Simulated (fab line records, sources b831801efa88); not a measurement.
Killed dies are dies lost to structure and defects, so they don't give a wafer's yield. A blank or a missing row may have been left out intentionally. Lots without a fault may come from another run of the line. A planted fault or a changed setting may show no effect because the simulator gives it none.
Which of the tools did it? ; flow gf180mcu ; 36 wafers from 12 lots sampled at 4 of the route's 602 steps

== WHAT THE GAUGES SHOWED, per wafer ==
GF_V3_CD_MEAS_14: target cd 260 nm.
lot;measured;on;cd nm (nm)
L712;day 22 02:04;cd sem-01;259.8 259.7 258.1
L713;day 22 05:33;cd sem-02;261.3 261.0 260.8
L714;day 22 15:39;cd sem-02;260.4 259.5 258.8
L715;day 23 09:53;cd sem-02;260.1 259.6 259.3
L716;day 23 14:48;cd sem-01;258.6 258.5 259.5
L718;day 24 16:44;cd sem-01;259.4 260.2 260.0
L719;day 25 02:38;cd sem-01;258.0 260.8 260.0
L720;day 25 20:31;cd sem-01;259.4 259.2 258.3
L727;day 27 23:41;cd sem-01;262.2 260.8 260.2
L728;day 28 00:56;cd sem-01;259.7 258.8 258.2
L729;day 28 06:54;cd sem-02;260.4 260.6 260.3
L734;day 29 07:28;cd sem-01;261.9 263.3 262.8

GF_M4_THK_MEAS_06: measures by xrf.
lot;measured;on;M4_ALCU_THK (nm)
L712;day 22 03:56;film metro-02;444 444 443
L713;day 22 07:24;film metro-02;450 446 450
L714;day 22 17:32;film metro-01;450 449 453
L715;day 23 11:44;film metro-03;449 446 447
L716;day 23 16:38;film metro-03;449 448 448
L718;day 24 18:42;film metro-01;444 447 444
L719;day 25 04:54;film metro-03;447 438 439
L720;day 25 22:22;film metro-01;450 445 446
L727;day 28 01:34;film metro-03;435 443 440
L728;day 28 02:47;film metro-02;450 457 450
L729;day 28 08:50;film metro-03;444 443 444
L734;day 29 09:18;film metro-02;440 435 440

GF_M4_CD_MEAS_14: target cd 280 nm.
lot;measured;on;cd nm (nm)
L712;day 23 02:58;cd sem-02;280.0 279.6 279.3
L713;day 23 06:21;cd sem-02;280.7 281.1 281.4
L714;day 23 16:30;cd sem-01;280.2 280.8 281.3
L715;day 24 09:59;cd sem-01;277.7 276.7 277.8
L716;day 24 14:36;cd sem-02;279.3 280.4 279.6
L718;day 25 16:04;cd sem-02;280.0 280.4 281.2
L719;day 26 02:07;cd sem-01;280.7 281.5 282.1
L720;day 26 18:43;cd sem-01;280.5 280.7 280.8
L727;day 28 20:56;cd sem-01;274.6 273.6 274.0
L728;day 28 21:44;cd sem-01;273.9 274.0 273.4
L729;day 29 03:26;cd sem-02;280.3 280.3 278.9
L734;day 30 03:34;cd sem-02;279.5 278.6 279.1

== TOOL THAT RAN EACH LOT (tool first, then ch and the chambers of the sampled wafers, then the start) ==
lot;GF_M4_EXPOSE_11
L712;krf scanner-02 ch 0, day 22 15:04
L713;krf scanner-02 ch 0, day 22 18:08
L714;krf scanner-01 ch 0, day 23 05:37
L715;krf scanner-01 ch 0, day 23 22:52
L716;krf scanner-01 ch 0, day 24 04:33
L718;krf scanner-01 ch 0, day 25 05:57
L719;krf scanner-02 ch 0, day 25 14:56
L720;krf scanner-02 ch 0, day 26 08:25
L727;krf scanner-01 ch 0, day 28 10:55
L728;krf scanner-01 ch 0, day 28 12:26
L729;krf scanner-02 ch 0, day 28 18:55
L734;krf scanner-02 ch 0, day 29 19:08
- GF_M4_EXPOSE_11: exposes mask Metal4, target cd 280 nm.

== WHAT THE TOOLS THEMSELVES READ (means of the sampled wafers that have a number; where no wafer has one, the mark that the record gives instead) ==
GF_M4_EXPOSE_11.
lot;tool;exposure dose mJ cm2
L712;krf scanner-02;28.21
L713;krf scanner-02;28.25
L714;krf scanner-01;27.99
L715;krf scanner-01;28.00
L716;krf scanner-01;27.99
L718;krf scanner-01;28.02
L719;krf scanner-02;28.24
L720;krf scanner-02;28.22
L727;krf scanner-01;29.26
L728;krf scanner-01;29.24
L729;krf scanner-02;28.20
L734;krf scanner-02;28.21

== THE ANSWER, worked out from the rows above alone ==
Rule: what is usual is taken from the lots themselves. The widest of any qualifying gaps counts: lots, ordered by their means at a reading, are off when they make up no more than a third of the lots, leave a main group of 4 or more, and stand apart from it by 3 or more times the standard deviation of that group's means. Not used: any main group whose means are identical at the precision the tables above print for the reading. Also off: a lot with no number at a reading for which 4 or more lots have one. All remaining lots with rows at the step are treated as sound. The gauges are gone through in route order, then the tools' own readings, and for those a lot's mean is taken as printed above. The first step at which some lot is off is used, and at that step the reading that is off furthest; a lot without a number counts as furthest.
Off: L727, L728, at GF_M4_EXPOSE_11 (exposure dose mJ cm2). Main group: mean 28.13, sd 0.11.
If a tool, at that step or one of the process steps before it, ran each lot that is off and ran no sound lot following the first of them, it fits. One fits: krf scanner-01 at GF_M4_EXPOSE_11. A fault onset in the window from L718 (day 25 05:57, its last sound lot) to L727 (day 28 10:55, its first lot off) fits.
On the lots that are off, the tool's own readings at GF_M4_EXPOSE_11 differ by more than 5 times the standard deviation of the sound lots' means, which bears it out; exposure dose mJ cm2 reads 29.25 there versus 28.13 on the sound lots.

== WHAT THE SIMULATOR HAD INSERTED ==
Drift in process parameters on krf scanner-01 at GF_M4_EXPOSE_11, starting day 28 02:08. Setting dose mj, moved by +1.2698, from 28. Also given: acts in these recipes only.
Lots struck among those shown: L727, L728. This agrees with what the rule above found.
